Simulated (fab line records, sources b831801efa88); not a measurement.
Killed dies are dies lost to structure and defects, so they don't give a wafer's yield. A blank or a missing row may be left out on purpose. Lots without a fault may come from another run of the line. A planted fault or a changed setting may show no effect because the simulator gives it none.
fab line records | flow sfq_line | part 2 of 2: steps 28 to 38 of 38
record lots=5 wafers=15 last_day=91
route steps=325 shown JJ@188 M5@198 A5B@209 R5@212
lots that met no fault: from a run of the same line without faults
start_h: hours from the record's first day to the start of the lot's first wafer shown | wait_h: hours since the lot's step before | " the same as in the row above | L1.1+2: a row that stands for several wafers | - no value, or no start given | * or withheld: withheld | < > ~ a bound
route shown NAME@n: a module of which the file shows steps, and the number in the route of the first | usual: mean/standard deviation of fault-free wafers | same: alike in all rows | chamber/n: place in a boat | sites: the reading at each site | _std_site: their standard deviation | _edge_site: outer sites' mean less inner sites' | radius_mm: how far each site lies from the wafer's centre | mask NAME#n: copy n | behind: the tool/chamber that last shaped the wafer | hold: why the lot was held/for how many hours/how that ended | device: the transistor (n, p or np) that didn't switch | end of line: the same wafers' tests at the end of the route | a step without rows: its recipe alone | killed: dies lost to structure and defects at the first sort, not the wafer's yield | map: a wafer's dies, x killed, . not, _ none there
set.NAME: the setting as run; set.NAME@STEP: as run at that earlier step | model.NAME: the simulator's own value behind a step, which no gauge read
lots at some steps of the route; a table a step, a row a wafer
services: from which hour (start_h, from the record's first day; less than 0 if before it) a tool's chamber was out of use, for how many hours, and why
## steps
# step SFQ_R5_RS_MEAS_933
# recipe thk_meas_gauge=four-point-probe reads=Ti_of_TRILAYER_R5_DEP_SPUTTER_134+MoNx_of_TRILAYER_R5_DEP_SPUTTER_133+Ti_of_TRILAYER_R5_DEP_SPUTTER_132
# usual R5_MONX_RS=7.04/0.084
# columns lot.wafer tool chamber start_h wait_h R5_MONX_RS[ohm/sq]
L074.1 film_metro-04 - 1363.31 0.0 6.96
L074.3 " - " " 6.90
L074.6 " - " " 7.01
L083.1 film_metro-01 - 1416.79 0.0 6.95
L083.4 " - " " 7.04
L083.6 " - " " 7.09
L085.1 film_metro-03 - 1443.92 0.0 7.22
L085.3 " - " " 7.18
L085.5 " - " " 7.27
L093.1 film_metro-04 - 1492.31 0.0 7.02
L093.5 " - " " 7.03
L093.6 " - " " 7.06
L095.1 film_metro-01 - 1509.22 0.0 7.11
L095.5 " - " " 6.97
L095.6 " - " " 7.08
# step SFQ_R5_THK_MEAS_934
# recipe thk_meas_gauge=xrf reads=MoNx_of_TRILAYER_R5_DEP_SPUTTER_133
# usual R5_MONX_THK=39.9/0.48
# columns lot.wafer tool chamber start_h wait_h R5_MONX_THK[nm]
L074.1 film_metro-04 - 1363.43 0.1 40.2
L074.3 " - " " 40.5
L074.6 " - " " 40.1
L083.1 film_metro-01 - 1416.91 0.1 40.2
L083.4 " - " " 40.0
L083.6 " - " " 39.8
L085.1 film_metro-03 - 1444.04 0.1 39.1
L085.3 " - " " 39.2
L085.5 " - " " 38.6
L093.1 film_metro-04 - 1492.43 0.1 39.9
L093.5 " - " " 39.8
L093.6 " - " " 39.7
L095.1 film_metro-01 - 1509.34 0.1 39.5
L095.5 " - " " 40.4
L095.6 " - " " 39.8
# step SFQ_TRILAYER_R5_LITHO_COAT_141
# recipe resist=BARC spin_rpm=3000 resist_thk_nm=62
# columns lot.wafer tool chamber start_h wait_h
L074.1+3+6 litho_track-01 0 1363.49 0.1
L083.1+4+6 litho_track-04 0 1416.97 0.1
L085.1+3+5 litho_track-01 0 1444.10 0.1
L093.1+5+6 litho_track-01 0 1492.49 0.1
L095.1+5+6 litho_track-01 0 1509.40 0.1
# step SFQ_TRILAYER_R5_LITHO_COAT_136
# recipe resist=KrF spin_rpm=3000 resist_thk_nm=600
# columns lot.wafer tool chamber start_h wait_h
L074.1+3+6 litho_track-01 0 1363.79 0.2
L083.1+4+6 litho_track-04 0 1417.27 0.2
L085.1+3+5 litho_track-01 0 1444.40 0.2
L093.1+5+6 litho_track-01 0 1492.79 0.2
L095.1+5+6 litho_track-01 0 1509.70 0.2
# step SFQ_TRILAYER_R5_LITHO_SOFTBAKE_140
# recipe temp_c=withheld time_s=withheld resist=KrF
# columns lot.wafer tool chamber start_h wait_h
L074.1+3+6 litho_track-01 0 1364.09 0.2
L083.1+4+6 litho_track-04 0 1417.57 0.2
L085.1+3+5 litho_track-01 0 1444.70 0.2
L093.1+5+6 litho_track-01 0 1493.09 0.2
L095.1+5+6 litho_track-01 0 1510.00 0.2
# step SFQ_TRILAYER_R5_LITHO_EXPOSE_137
# recipe mask_id=R5 na=0.6 source_shape=conventional sigma_outer=0.65 target_cd_nm=500 dose_mj=14.4
# usual exposure_dose_mJ_cm2=14.401/0.013 reticle_temp_C=22.99/0.097
# same na=0.6
# columns lot.wafer tool chamber start_h wait_h mask exposure_dose_mJ_cm2 reticle_temp_C
L074.1 krf_scanner-01 0 1467.22 - R5#0 14.421 23.10
L074.3 " 0 " " R5#0 14.367 23.00
L074.6 " 0 " " R5#0 14.395 23.16
L083.1 krf_scanner-02 0 1539.25 - R5#0 14.413 22.93
L083.4 " 0 " " R5#0 14.384 22.96
L083.6 " 0 " " R5#0 14.399 22.86
L085.1 krf_scanner-02 0 1562.05 - R5#0 14.410 23.01
L085.3 " 0 " " R5#0 14.397 22.90
L085.5 " 0 " " R5#0 14.408 23.02
L093.1 krf_scanner-02 0 1611.09 - R5#0 14.394 22.97
L093.5 " 0 " " R5#0 14.412 22.92
L093.6 " 0 " " R5#0 14.397 23.04
L095.1 krf_scanner-02 0 1626.74 - R5#0 14.422 23.01
L095.5 " 0 " " R5#0 14.386 23.00
L095.6 " 0 " " R5#0 14.400 22.94
# step SFQ_TRILAYER_R5_LITHO_PEB_139
# recipe peb_temp_c=115.4 peb_time_s=60 resist=KrF
# columns lot.wafer tool chamber start_h wait_h
L074.1+3+6 litho_track-01 0 1468.42 1.0
L083.1+4+6 litho_track-02 0 1540.45 1.0
L085.1+3+5 litho_track-01 0 1563.25 1.0
L093.1+5+6 litho_track-02 0 1612.29 1.0
L095.1+5+6 litho_track-04 0 1627.94 1.0
# step SFQ_TRILAYER_R5_LITHO_DEVELOP_138
# recipe time_s=60 resist=KrF
# columns lot.wafer tool chamber start_h wait_h
L074.1+3+6 litho_track-01 0 1468.57 0.1
L083.1+4+6 litho_track-02 0 1540.60 0.1
L085.1+3+5 litho_track-01 0 1563.40 0.1
L093.1+5+6 litho_track-02 0 1612.44 0.1
L095.1+5+6 litho_track-04 0 1628.09 0.1
# step SFQ_R5_OVL_MEAS_935
# usual R5_OVL=1/5.4
# columns lot.wafer tool chamber start_h wait_h R5_OVL[nm]
L074.1 overlay-01 - 1468.72 0.1 -5
L074.3 " - " " -4
L074.6 " - " " -1
L083.1 overlay-02 - 1540.75 0.1 11
L083.4 " - " " 14
L083.6 " - " " 11
L085.1 overlay-02 - 1563.55 0.1 -3
L085.3 " - " " 2
L085.5 " - " " 2
L093.1 overlay-01 - 1612.59 0.1 7
L093.5 " - " " 4
L093.6 " - " " 7
L095.1 overlay-01 - 1628.24 0.1 10
L095.5 " - " " 14
L095.6 " - " " 9
# step SFQ_TRILAYER_R5_BARC_OPEN_METAL_ETCH_177
# recipe mask_material=PR chemistry=O2 target_depth_nm=125 target=BARC icp_w=600 bias_w=80 pressure_mtorr=10 time_s=41.7
# usual drypump_motor_current_A=5.7/0.51 oes_product_au=0.684/0.0043
# columns lot.wafer tool chamber start_h wait_h drypump_motor_current_A oes_product_au rf_hours_counter_h
L074.1 rie_metal-04 0 1468.76 0.0 6.2 0.674 80
L074.3 " 0 " " 6.1 0.681 -
L074.6 " 1 " " 6.3 0.679 -
L083.1 rie_metal-02 0 1540.79 0.0 6.3 0.685 113
L083.4 " 0 " " 6.3 0.683 -
L083.6 " 0 " " 6.3 0.680 -
L085.1 rie_metal-04 0 1563.59 0.0 6.2 0.684 94
L085.3 " 0 " " 6.2 0.693 -
L085.5 " 0 " " 6.2 0.682 -
L093.1 rie_metal-04 1 1612.62 0.0 6.2 0.688 26
L093.5 " 0 " " 6.2 0.691 -
L093.6 " 1 " " 6.2 0.689 -
L095.1 rie_metal-04 0 1628.27 0.0 6.2 0.686 103
L095.5 " 1 " " 6.2 0.675 -
L095.6 " 0 " " 6.2 0.683 -
# step SFQ_TRILAYER_R5_ETCH_METAL_ETCH_139
# recipe stop_on=SiO2 mask_material=PR chemistry=Cl2 target_depth_nm=60 icp_w=600 bias_w=80 pressure_mtorr=10 time_s=40
# usual drypump_motor_current_A=5.7/0.51 oes_product_au=0.991/0.0075
# columns lot.wafer tool chamber start_h wait_h drypump_motor_current_A oes_product_au rf_hours_counter_h
L074.1 rie_metal-04 0 1468.82 0.0 6.2 0.993 80
L074.3 " 0 " " 6.2 0.985 -
L074.6 " 1 " " 6.2 0.988 -
L083.1 rie_metal-02 0 1540.85 0.0 6.3 0.993 113
L083.4 " 0 " " 6.3 0.996 -
L083.6 " 0 " " 6.3 0.996 -
L085.1 rie_metal-04 0 1563.65 0.0 6.2 0.985 94
L085.3 " 0 " " 6.2 0.990 -
L085.5 " 0 " " 6.2 0.996 -
L093.1 rie_metal-04 1 1612.68 0.0 6.2 0.994 26
L093.5 " 0 " " 6.2 0.990 -
L093.6 " 1 " " 6.2 0.998 -
L095.1 rie_metal-04 0 1628.33 0.0 6.2 0.994 103
L095.5 " 1 " " 6.2 0.990 -
L095.6 " 0 " " 6.2 0.987 -
## services
# columns tool chamber start_h hours kind
krf_scanner-01 - 1201.56 1.2 repair
krf_scanner-01 - 1238.06 1.0 pm
krf_scanner-01 - 1269.83 1.3 pm
rie_metal-02 - 1274.28 0.3 repair
pvd_sputter-03 - 1277.86 3.6 repair
rie_metal-04 - 1312.11 2.2 repair
pvd_sputter-03 - 1344.19 18.3 repair
krf_scanner-01 - 1345.08 3.6 pm
rie_metal-02 0 1347.11 6.4 repair
krf_scanner-01 - 1350.09 0.6 repair
krf_scanner-01 - 1354.18 3.0 repair
rie_metal-02 - 1388.53 0.8 repair
krf_scanner-01 - 1407.32 1.0 pm
krf_scanner-01 - 1415.81 0.3 repair
krf_scanner-01 - 1445.37 1.3 pm
rie_metal-04 1 1474.47 11.9 repair
krf_scanner-01 - 1487.62 0.8 pm
pvd_sputter-03 - 1499.65 12.5 repair
krf_scanner-01 - 1506.36 6.4 repair
rie_metal-02 0 1535.27 1.0 repair
rie_metal-02 - 1536.34 0.7 repair
rie_metal-04 - 1538.10 2.8 pm
rie_metal-02 0 1571.95 20.8 repair
rie_metal-02 - 1574.88 2.8 pm
